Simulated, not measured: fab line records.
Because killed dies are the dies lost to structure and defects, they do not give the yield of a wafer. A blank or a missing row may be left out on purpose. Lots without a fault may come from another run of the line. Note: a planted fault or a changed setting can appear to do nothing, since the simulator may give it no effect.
Matching of chambers + flow sky130 + 4 sister chambers for SKY_VIA2_CMP_02 on cmp-02
The step polishes SiO2. 8 wafers are shown with their chamber, then 7 later ones without.

## EACH WAFER AND ITS CHAMBER
| wafer  | chamber | motor_current_A (A) |
|--------|---------|---------------------|
| L905.1 | 0       | 12.6                |
| L905.6 | 2       | 12.5                |
| L907.2 | 0       | 12.5                |
| L906.2 | 1       | 11.4                |
| L906.3 | 3       | 10.2                |
| L906.5 | 2       | 13.4                |
| L908.3 | 1       | 11.6                |
| L908.5 | 3       | 10.4                |

## WAFERS WITHOUT THEIR CHAMBER
| wafer  | motor_current_A (A) |
|--------|---------------------|
| L908.6 | 12.3                |
| L910.3 | 10.3                |
| L910.4 | 13.6                |
| L910.6 | 11.8                |
| L921.1 | 13.3                |
| L921.4 | 11.4                |
| L921.5 | 10.8                |

## WHICH CHAMBER EACH WENT THROUGH
| wafer  | from the rows above          | in truth |
|--------|------------------------------|----------|
| L908.6 | can't be placed: 0 or 2 or 1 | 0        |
| L910.3 | 3                            | 3        |
| L910.4 | can't be placed: 2 or 0      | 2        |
| L910.6 | can't be placed: 1 or 0      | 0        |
| L921.1 | can't be placed: 2 or 0      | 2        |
| L921.4 | 1                            | 1        |
| L921.5 | can't be placed: 3 or 1      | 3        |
Correctly placed: 2 of 7. Cannot be placed on the basis of these rows: 5; the candidates contain the true chamber in 5. 0 placed wrongly.
How it was worked out, from the rows above alone: a wafer's distance from a chamber is the root of the sum, over the readings, of the square of ((its reading less the chamber's mean) divided by the reading's scatter). The wafer belongs to the nearest chamber; if the next one is less than 2 further off, it can't be placed. A chamber's mean is the mean of its shown wafers. How the scatter is found: for the shown wafers, subtract from each reading the mean of its chamber, square and add these, divide the total by (wafers less chambers), then take the root.
